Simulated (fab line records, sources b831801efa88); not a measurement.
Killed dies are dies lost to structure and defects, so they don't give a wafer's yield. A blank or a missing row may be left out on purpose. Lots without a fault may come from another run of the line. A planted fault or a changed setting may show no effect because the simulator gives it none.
A sampling plan put to the test | flow gf180mcu | one fab line, 32 faults that these records tell of, each judged on the records of the lots that it struck
The plan is the line's own looks: the steps of the route at which a gauge or an inspection reads the wafer and doesn't change it. A look can be judged if struck wafers have a number there and the file gives its usual mean and standard deviation on fault-free wafers. Caught: at a look after the fault's first step, the mean of the struck wafers lies 4 or more of those standard deviations (sigma) from the usual mean. On the tool: the same test on the tool's own readings at the fault's steps. Another recipe on the struck wafers, or a record that is blank for them alone, also counts as caught.

THE FAULTS, as the simulator had put them in
1. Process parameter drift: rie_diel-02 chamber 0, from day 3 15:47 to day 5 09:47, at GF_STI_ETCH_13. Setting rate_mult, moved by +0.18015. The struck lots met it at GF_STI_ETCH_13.
2. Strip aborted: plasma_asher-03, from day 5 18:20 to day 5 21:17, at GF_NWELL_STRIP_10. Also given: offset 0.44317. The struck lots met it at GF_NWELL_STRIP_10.
3. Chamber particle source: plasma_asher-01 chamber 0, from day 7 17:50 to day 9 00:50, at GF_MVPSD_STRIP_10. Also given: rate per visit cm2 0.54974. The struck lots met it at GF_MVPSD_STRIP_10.
4. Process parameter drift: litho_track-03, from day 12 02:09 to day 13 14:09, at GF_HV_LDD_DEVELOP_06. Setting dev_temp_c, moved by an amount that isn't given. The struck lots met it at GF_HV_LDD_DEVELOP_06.
5. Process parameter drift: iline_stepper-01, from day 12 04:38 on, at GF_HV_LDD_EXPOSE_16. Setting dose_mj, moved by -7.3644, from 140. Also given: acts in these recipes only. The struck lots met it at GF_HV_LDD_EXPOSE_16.
6. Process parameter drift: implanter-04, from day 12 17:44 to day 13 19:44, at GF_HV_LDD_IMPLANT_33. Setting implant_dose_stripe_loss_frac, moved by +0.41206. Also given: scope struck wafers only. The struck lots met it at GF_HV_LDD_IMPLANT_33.
7. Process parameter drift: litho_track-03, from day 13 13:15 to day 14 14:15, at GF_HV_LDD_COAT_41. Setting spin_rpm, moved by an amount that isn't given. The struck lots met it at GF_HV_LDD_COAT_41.
8. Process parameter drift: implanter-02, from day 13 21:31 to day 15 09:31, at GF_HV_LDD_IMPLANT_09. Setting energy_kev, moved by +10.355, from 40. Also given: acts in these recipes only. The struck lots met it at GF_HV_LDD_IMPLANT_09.
9. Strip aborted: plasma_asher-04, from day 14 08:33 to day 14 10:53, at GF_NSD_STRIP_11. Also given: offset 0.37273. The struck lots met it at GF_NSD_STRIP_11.
10. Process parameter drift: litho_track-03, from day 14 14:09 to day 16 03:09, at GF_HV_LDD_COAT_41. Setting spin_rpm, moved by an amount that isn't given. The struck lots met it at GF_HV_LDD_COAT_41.
11. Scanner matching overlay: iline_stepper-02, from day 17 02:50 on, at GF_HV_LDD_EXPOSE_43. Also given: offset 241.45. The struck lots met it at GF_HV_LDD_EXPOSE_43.
12. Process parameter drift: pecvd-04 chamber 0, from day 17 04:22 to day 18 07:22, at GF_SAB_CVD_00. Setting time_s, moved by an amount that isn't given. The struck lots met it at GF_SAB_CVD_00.
13. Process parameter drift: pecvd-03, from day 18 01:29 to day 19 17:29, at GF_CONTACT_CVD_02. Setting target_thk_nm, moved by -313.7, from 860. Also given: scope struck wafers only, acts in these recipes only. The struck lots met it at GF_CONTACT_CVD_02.
14. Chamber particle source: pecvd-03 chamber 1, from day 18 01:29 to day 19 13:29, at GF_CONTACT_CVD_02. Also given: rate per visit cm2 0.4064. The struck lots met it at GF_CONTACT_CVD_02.
15. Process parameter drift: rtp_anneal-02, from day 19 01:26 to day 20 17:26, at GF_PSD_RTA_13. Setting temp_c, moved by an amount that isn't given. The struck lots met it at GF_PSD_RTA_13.
16. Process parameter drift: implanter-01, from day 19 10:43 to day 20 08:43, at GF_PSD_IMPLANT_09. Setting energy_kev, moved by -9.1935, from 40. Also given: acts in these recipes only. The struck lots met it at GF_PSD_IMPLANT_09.
17. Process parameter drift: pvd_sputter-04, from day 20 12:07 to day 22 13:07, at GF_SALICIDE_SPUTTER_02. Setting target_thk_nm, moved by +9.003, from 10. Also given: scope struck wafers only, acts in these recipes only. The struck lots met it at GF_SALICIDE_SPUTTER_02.
18. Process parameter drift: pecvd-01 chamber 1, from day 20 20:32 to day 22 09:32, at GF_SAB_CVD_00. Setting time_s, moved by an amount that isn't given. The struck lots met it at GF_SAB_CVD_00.
19. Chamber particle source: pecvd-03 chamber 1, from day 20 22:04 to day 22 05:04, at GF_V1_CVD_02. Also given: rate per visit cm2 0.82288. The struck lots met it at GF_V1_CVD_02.
20. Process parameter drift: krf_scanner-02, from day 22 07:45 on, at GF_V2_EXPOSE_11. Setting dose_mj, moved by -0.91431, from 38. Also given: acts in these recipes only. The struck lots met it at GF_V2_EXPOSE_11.
21. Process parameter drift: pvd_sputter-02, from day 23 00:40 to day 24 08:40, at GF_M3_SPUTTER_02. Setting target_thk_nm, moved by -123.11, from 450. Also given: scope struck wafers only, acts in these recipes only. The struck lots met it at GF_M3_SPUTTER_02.
22. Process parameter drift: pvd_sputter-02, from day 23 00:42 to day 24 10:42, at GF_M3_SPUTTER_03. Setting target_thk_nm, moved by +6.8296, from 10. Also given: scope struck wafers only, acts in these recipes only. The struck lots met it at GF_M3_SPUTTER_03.
23. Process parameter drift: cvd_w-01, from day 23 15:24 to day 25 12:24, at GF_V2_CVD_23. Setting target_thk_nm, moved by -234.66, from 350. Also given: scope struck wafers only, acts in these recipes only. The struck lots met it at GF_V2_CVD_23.
24. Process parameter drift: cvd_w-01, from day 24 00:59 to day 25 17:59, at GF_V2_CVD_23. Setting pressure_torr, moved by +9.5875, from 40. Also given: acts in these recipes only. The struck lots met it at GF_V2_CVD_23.
25. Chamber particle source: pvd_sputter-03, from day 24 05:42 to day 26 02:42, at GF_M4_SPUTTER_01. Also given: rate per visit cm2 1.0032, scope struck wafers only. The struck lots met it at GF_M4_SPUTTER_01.
26. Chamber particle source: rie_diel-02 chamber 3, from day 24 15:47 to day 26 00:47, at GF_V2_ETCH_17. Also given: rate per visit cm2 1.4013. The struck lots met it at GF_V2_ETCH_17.
27. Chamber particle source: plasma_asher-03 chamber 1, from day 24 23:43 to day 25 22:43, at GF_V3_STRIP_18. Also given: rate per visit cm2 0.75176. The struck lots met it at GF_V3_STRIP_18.
28. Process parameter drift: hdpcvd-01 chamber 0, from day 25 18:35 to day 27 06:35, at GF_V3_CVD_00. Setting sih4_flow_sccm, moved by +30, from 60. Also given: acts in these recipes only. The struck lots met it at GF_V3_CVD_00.
29. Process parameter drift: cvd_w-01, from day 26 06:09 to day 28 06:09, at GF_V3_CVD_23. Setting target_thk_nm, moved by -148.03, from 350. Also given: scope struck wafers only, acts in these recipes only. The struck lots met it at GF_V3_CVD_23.
30. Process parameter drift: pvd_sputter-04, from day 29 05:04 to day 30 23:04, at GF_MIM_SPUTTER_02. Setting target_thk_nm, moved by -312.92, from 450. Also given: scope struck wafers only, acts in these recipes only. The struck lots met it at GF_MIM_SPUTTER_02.
31. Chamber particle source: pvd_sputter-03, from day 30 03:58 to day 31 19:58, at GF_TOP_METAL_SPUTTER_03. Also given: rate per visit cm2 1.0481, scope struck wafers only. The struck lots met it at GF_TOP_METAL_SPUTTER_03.
32. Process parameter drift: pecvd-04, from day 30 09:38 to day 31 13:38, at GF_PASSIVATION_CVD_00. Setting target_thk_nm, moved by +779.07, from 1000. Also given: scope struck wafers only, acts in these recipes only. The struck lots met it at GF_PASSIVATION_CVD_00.

WHAT THE PLAN SAW
fault | on the tool itself                        | first look that catches it                      | reading, sigma                                 | median hours from its first step to that look | hours from the fault's start to the first struck lot there | judged looks passed uncaught
1     | under 2 sigma                             | none of the 2 looks that can be judged after it | -                                              | -                                             | -                                                          | 2
2     | oes_product_au +59 sigma                  | GF_LVPWELL_TW_MEAS_11                           | LVPWELL_TW -8.8                                | 15.8                                          | 19                                                         | 0
3     | under 2 sigma                             | none of the 2 looks that can be judged after it | -                                              | -                                             | -                                                          | 2
4     | developer_temp_C +23 sigma                | not the one look that can be judged after it    | strongest: cd_nm at GF_HV_LDD_CD_MEAS_07, -3.8 | -                                             | -                                                          | 1
5     | exposure_dose_mJ_cm2 -61 sigma            | GF_HV_LDD_CD_MEAS_19                            | cd_nm -6.1                                     | 9.8                                           | 21                                                         | 0
6     | no reading that can be judged             | GF_HV_LDD_RS_MEAS_53                            | HV_LDD_RS +5.0                                 | 21.8                                          | 27                                                         | 0
7     | spin_speed_rpm -99 or beyond sigma        | none of the 2 looks that can be judged after it | strongest: cd_nm at GF_HV_LDD_CD_MEAS_46, -3.2 | -                                             | -                                                          | 2
8     | beam_energy_keV +99 or beyond sigma       | GF_HV_LDD_TW_MEAS_11                            | HV_LDD_TW +5.9                                 | 0.2                                           | 3                                                          | 0
9     | oes_product_au +23 sigma                  | GF_PSD_TW_MEAS_11                               | PSD_TW -99 or beyond                           | 21.4                                          | 24                                                         | 1
10    | spin_speed_rpm +99 or beyond sigma        | GF_HV_LDD_CD_MEAS_46                            | cd_nm +6.0                                     | 11.1                                          | 16                                                         | 0
11    | under 2 sigma                             | GF_HV_LDD_OVL_MEAS_47                           | HV_LDD_03_OVL +99 or beyond                    | 11.9                                          | 23                                                         | 0
12    | under 2 sigma                             | GF_SAB_THK_MEAS_01                              | SAB_CVD_00_THK +21                             | 0.0                                           | 7                                                          | 0
13    | under 2 sigma                             | GF_CONTACT_THK_MEAS_03                          | CONTACT_CVD_02_THK -26                         | 0.1                                           | 10                                                         | 0
14    | under 2 sigma                             | not the one look that can be judged after it    | -                                              | -                                             | -                                                          | 1
15    | wafer_temp_C_max +58 sigma                | GF_PSD_RS_MEAS_14                               | NSD_RS -76                                     | 0.1                                           | 4                                                          | 0
16    | beam_energy_keV -99 or beyond sigma       | GF_PSD_TW_MEAS_11                               | PSD_TW -7.0                                    | 0.2                                           | 6                                                          | 0
17    | under 2 sigma                             | GF_SALICIDE_RS_MEAS_04                          | SALICIDE_TIN_RS -28                            | 0.1                                           | 6                                                          | 0
18    | under 2 sigma                             | GF_SAB_THK_MEAS_01                              | SAB_CVD_00_THK -11                             | 0.0                                           | 4                                                          | 0
19    | under 2 sigma                             | not the one look that can be judged after it    | -                                              | -                                             | -                                                          | 1
20    | exposure_dose_mJ_cm2 -20 sigma            | not the one look that can be judged after it    | strongest: cd_nm at GF_V2_CD_MEAS_14, -2.5     | -                                             | -                                                          | 1
21    | under 2 sigma                             | GF_M3_RS_MEAS_05                                | M3_ALCU_RS +47                                 | 0.1                                           | 31                                                         | 0
22    | under 2 sigma                             | no look after it can be judged                  | -                                              | -                                             | -                                                          | 0
23    | under 2 sigma                             | GF_V2_RS_MEAS_24                                | V2_W_RS +99 or beyond                          | 0.1                                           | 16                                                         | 0
24    | chamber_pressure_Torr +99 or beyond sigma | GF_V2_RS_MEAS_24                                | V2_W_RS -9.8                                   | 0.1                                           | 6                                                          | 0
25    | under 2 sigma                             | none of the 2 looks that can be judged after it | -                                              | -                                             | -                                                          | 2
26    | under 2 sigma                             | none of the 6 looks that can be judged after it | -                                              | -                                             | -                                                          | 6
27    | under 2 sigma                             | no look after it can be judged                  | -                                              | -                                             | -                                                          | 0
28    | sih4_flow_sccm +99 or beyond sigma        | GF_V3_THK_MEAS_01                               | V3_CVD_00_THK +44                              | 0.1                                           | 8                                                          | 0
29    | under 2 sigma                             | GF_V3_RS_MEAS_24                                | V3_W_RS +82                                    | 0.1                                           | 13                                                         | 0
30    | under 2 sigma                             | not the one look that can be judged after it    | strongest: V5_BOW at GF_V5_BOW_MEAS_05, +2.7   | -                                             | -                                                          | 1
31    | under 2 sigma                             | no look after it can be judged                  | -                                              | -                                             | -                                                          | 0
32    | under 2 sigma                             | GF_PASSIVATION_THK_MEAS_01                      | PASSIVATION_CVD_00_THK +60                     | 0.1                                           | 4                                                          | 0
A dash: the fault isn't caught, or these records don't give the number.

Caught at a look: 19 of 32. Caught on the tool: 12 of 32. By one or the other: 22 of 32.
Caught on the tool alone: faults 4, 7, 20.
Caught at a look alone: faults 6, 11, 12, 13, 17, 18, 21, 23, 29, 32.
Caught by neither: faults 1, 3, 14, 19, 22, 25, 26, 27, 30, 31.

THINNER SAMPLING
If the look that catches a fault measured only every second or every third lot, by lot number, the first struck lot would be measured this late in the worst case:
fault | struck lots at that look, in order of time | every lot | every second lot | every third lot
2     | L718                                       | 19 h      | may miss it      | may miss it
5     | L588, L590, L591, L593                     | 21 h      | 47 h             | may miss all 4
6     | L765                                       | 27 h      | may miss it      | may miss it
8     | L465, L466, L469                           | 3 h       | 11 h             | may miss all 3
9     | L264                                       | 24 h      | may miss it      | may miss it
10    | L671, L672, L674                           | 16 h      | 21 h             | may miss all 3
11    | L108, L109, L110, L112                     | 23 h      | 33 h             | 40 h
12    | L421, L423                                 | 7 h       | may miss all 2   | may miss all 2
13    | L165                                       | 10 h      | may miss it      | may miss it
15    | L843, L847                                 | 4 h       | may miss all 2   | may miss all 2
16    | L527, L528                                 | 6 h       | 11 h             | may miss all 2
17    | L733, L736                                 | 6 h       | 29 h             | may miss all 2
18    | L304, L305, L306                           | 4 h       | 12 h             | 19 h
21    | L969                                       | 31 h      | may miss it      | may miss it
23    | L341, L343                                 | 16 h      | may miss all 2   | may miss all 2
24    | L360, L362                                 | 6 h       | may miss all 2   | may miss all 2
28    | L218, L220, L221                           | 8 h       | 29 h             | may miss all 3
29    | L845, L847                                 | 13 h      | may miss all 2   | may miss all 2
32    | L513, L516                                 | 4 h       | 25 h             | may miss all 2
Hours are from the fault's start to the first struck lot that is measured. The limit of 4 sigma was tested on all struck wafers together, so one lot alone may lie under it. Other struck lots may not be in these records.

THE LONGEST TIMED WAY FROM STEP TO LOOK
Fault 6: a median of 21.8 hours passes between GF_HV_LDD_IMPLANT_33 and GF_HV_LDD_RS_MEAS_53. No look between them can be judged.
